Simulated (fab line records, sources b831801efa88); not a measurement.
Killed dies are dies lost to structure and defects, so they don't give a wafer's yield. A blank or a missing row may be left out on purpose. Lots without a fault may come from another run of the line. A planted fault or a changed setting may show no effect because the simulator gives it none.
Which tool did it? | flow gf180mcu | 15 lots, 45 wafers sampled, at 3 steps of a route of 602

WHAT THE GAUGES READ, wafer by wafer
GF_V5_OVL_MEAS_15.
lot  | measured     | on         | V5_OVL (nm)
L464 | day 27 12:18 | overlay-02 | 9 7 7
L465 | day 27 21:38 | overlay-02 | -6 6 -13
L467 | day 28 02:44 | overlay-02 | -4 3 1
L468 | day 28 13:05 | overlay-02 | -8 -5 -5
L469 | day 28 20:53 | overlay-01 | 2 5 4
L476 | day 30 17:41 | overlay-01 | 11 5 5
L477 | day 31 07:05 | overlay-02 | 8 7 7
L478 | day 31 14:37 | overlay-01 | 0 4 -2
L479 | day 31 23:05 | overlay-01 | -5 -4 -5
L480 | day 32 00:23 | overlay-01 | 7 8 5
L482 | day 32 12:35 | overlay-02 | 1 -7 -10
L483 | day 32 20:43 | overlay-01 | -1 2 -3
L484 | day 33 01:16 | overlay-02 | -2 4 6
L485 | day 33 01:35 | overlay-01 | -3 5 1
L487 | day 33 14:05 | overlay-02 | 2 0 -7

GF_TOP_METAL_RS_MEAS_05: measures by four-point-probe.
lot  | measured     | on            | TOP_METAL_ALCU_RS (ohm/sq)
L464 | day 27 13:59 | film_metro-04 | 0.0311 0.0313 0.0314
L465 | day 27 23:16 | film_metro-04 | 0.0308 0.0311 0.0307
L467 | day 28 04:25 | film_metro-03 | 0.0318 0.0320 0.0321
L468 | day 28 14:44 | film_metro-02 | 0.0320 0.0316 0.0319
L469 | day 28 22:32 | film_metro-04 | 0.0314 0.0313 0.0309
L476 | day 30 19:22 | film_metro-03 | 0.0312 0.0313 0.0311
L477 | day 31 08:44 | film_metro-02 | 0.0317 0.0319 0.0318
L478 | day 31 16:16 | film_metro-02 | 0.0319 0.0319 0.0313
L479 | day 32 00:47 | film_metro-03 | 0.0320 0.0316 0.0314
L480 | day 32 02:17 | film_metro-03 | 0.0318 0.0320 0.0319
L482 | day 32 14:13 | film_metro-04 | 0.0318 0.0314 0.0314
L483 | day 32 22:22 | film_metro-03 | 0.0319 0.0315 0.0314
L484 | day 33 02:55 | film_metro-02 | 0.0309 0.0318 0.0310
L485 | day 33 03:13 | film_metro-03 | 0.0316 0.0312 0.0315
L487 | day 33 15:46 | film_metro-03 | 0.0312 0.0313 0.0310

WHICH TOOL RAN EACH LOT (tool, then ch and the chambers of the sampled wafers, then the start)
lot  | GF_TOP_METAL_SPUTTER_00
L464 | pvd_sputter-01, day 27 13:44
L465 | pvd_sputter-01, day 27 23:03
L467 | pvd_sputter-02, day 28 04:11
L468 | pvd_sputter-03, day 28 14:29
L469 | pvd_sputter-01, day 28 22:19
L476 | pvd_sputter-03, day 30 19:08
L477 | pvd_sputter-02, day 31 08:29
L478 | pvd_sputter-03, day 31 16:03
L479 | pvd_sputter-01, day 32 00:34
L480 | pvd_sputter-02, day 32 02:04
L482 | pvd_sputter-02, day 32 13:59
L483 | pvd_sputter-03, day 32 22:08
L484 | pvd_sputter-03, day 33 02:42
L485 | pvd_sputter-02, day 33 02:59
L487 | pvd_sputter-02, day 33 15:32
- GF_TOP_METAL_SPUTTER_00: material Ti, target thk 37.5 nm, time 150 s.

WHAT THE TOOLS THEMSELVES READ (means of the sampled wafers that have a number; where no wafer has one, the mark that the record gives instead)
GF_TOP_METAL_SPUTTER_00.
lot  | tool           | cathode_dc_power_W (W) | throttle_valve_pct (%)
L464 | pvd_sputter-01 | 4000.3                 | 28.9
L465 | pvd_sputter-01 | 4000.3                 | 29.0
L467 | pvd_sputter-02 | 3999.1                 | 29.1
L468 | pvd_sputter-03 | 4000.3                 | 29.3
L469 | pvd_sputter-01 | 4000.2                 | 29.3
L476 | pvd_sputter-03 | 3999.9                 | 28.7
L477 | pvd_sputter-02 | 3999.5                 | 29.9
L478 | pvd_sputter-03 | 4000.9                 | 30.2
L479 | pvd_sputter-01 | 4001.1                 | 29.3
L480 | pvd_sputter-02 | 3999.9                 | 29.5
L482 | pvd_sputter-02 | 4000.7                 | 29.8
L483 | pvd_sputter-03 | 3999.9                 | 29.4
L484 | pvd_sputter-03 | 3999.8                 | 30.8
L485 | pvd_sputter-02 | 4000.2                 | 29.9
L487 | pvd_sputter-02 | 4000.0                 | 29.2

THE ANSWER, worked out from the rows above alone
Rule: what is usual is taken from the lots themselves. Put in order of their means at a reading, lots are off if they are a third of the lots or fewer, leave a main group of 4 or more, and stand apart from it by a gap of 3 or more times the standard deviation of the main group's means; of several such gaps the widest counts. A main group whose means are all the same, to the digits that the tables above print for the reading, isn't used. A lot without any number at a reading at which 4 lots or more have one is off too. The other lots that the step has rows for count as sound. The gauges are gone through in route order, then the tools' own readings, and for those a lot's mean is taken as printed above. The first step at which some lot is off is used, and at that step the reading that is off furthest; a lot without a number counts as furthest.
No lot is off at any reading shown: from this, nothing can be told.

WHAT THE SIMULATOR HAD PUT IN
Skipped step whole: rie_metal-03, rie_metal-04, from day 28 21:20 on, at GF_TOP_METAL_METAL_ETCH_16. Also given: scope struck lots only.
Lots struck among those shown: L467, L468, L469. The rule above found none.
